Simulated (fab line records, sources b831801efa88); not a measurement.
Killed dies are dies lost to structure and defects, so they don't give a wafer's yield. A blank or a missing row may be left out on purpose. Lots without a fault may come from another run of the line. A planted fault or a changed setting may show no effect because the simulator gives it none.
Chamber matching | flow gf180mcu | GF_STI_CMP_25 on cmp-02: 4 sister chambers
The step polishes, stops on Si3N4, t overpolish 33 s, target thk 524.6 nm. 14 wafers are shown with their chamber, then 7 later ones without.

WAFERS WITH THEIR CHAMBER
wafer  | chamber | motor_current_A (A) | overpolish_run_s (s) | time_to_endpoint_s (s)
L566.3 | 1       | 12.5                | 32.999               | 130
L566.4 | 2       | 13.7                | 33.007               | 133
L566.5 | 2       | 13.3                | 32.992               | 134
L569.1 | 0       | 12.1                | 32.986               | 130
L569.3 | 2       | 13.4                | 33.000               | 124
L569.5 | 2       | 13.3                | 33.006               | 136
L574.1 | 1       | 11.5                | 32.997               | 123
L574.4 | 0       | 11.6                | 33.007               | 121
L574.6 | 0       | 11.5                | 32.994               | 125
L577.1 | 0       | 11.9                | 32.994               | 119
L577.2 | 2       | 13.4                | 32.987               | 115
L577.4 | 3       | 13.1                | 33.023               | 115
L579.1 | 1       | 12.2                | 32.997               | 112
L579.2 | 0       | 11.7                | 33.005               | 118

SIGNATURES (means of the wafers above)
reading            | chamber 0 | chamber 1 | chamber 2 | chamber 3 | scatter within a chamber
motor_current_A    | 11.760    | 12.067    | 13.420    | 13.100    | 0.294
overpolish_run_s   | 32.99720  | 32.99767  | 32.99840  | 33.02300  | 0.00781
time_to_endpoint_s | 122.60    | 121.67    | 128.40    | 115.00    | 7.56
Rule: a wafer's distance from a chamber is the root of the sum, over the readings, of the square of ((its reading less the chamber's mean) divided by the reading's scatter). The wafer belongs to the nearest chamber; if the next one is less than 2 further off, it can't be placed. The scatter: the root of (the sum of the squares of (reading less its chamber's mean) over the shown wafers, divided by (wafers less chambers)).

WAFERS WITHOUT THEIR CHAMBER
wafer  | motor_current_A (A) | overpolish_run_s (s) | time_to_endpoint_s (s)
L579.5 | 11.2                | 32.982               | 117
L586.2 | 12.5                | 33.005               | 117
L586.3 | 13.2                | 33.017               | 116
L586.5 | 11.4                | 33.006               | 119
L589.2 | 13.8                | 33.024               | 125
L589.4 | 11.1                | 33.013               | 125
L589.6 | 13.7                | 33.001               | 115

WHICH CHAMBER EACH WENT THROUGH
wafer  | from the rows above               | in truth
L579.5 | can't be placed: 0 or 1           | 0
L586.2 | can't be placed: 1 or 0 or 3 or 2 | 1
L586.3 | 3                                 | 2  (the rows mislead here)
L586.5 | can't be placed: 0 or 1           | 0
L589.2 | can't be placed: 3 or 2           | 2
L589.4 | can't be placed: 0 or 1           | 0
L589.6 | can't be placed: 2 or 3           | 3
Placed correctly: 0 of 7. Can't be placed from these rows: 6 (the true chamber is among the candidates in 6). Placed wrongly: 1.
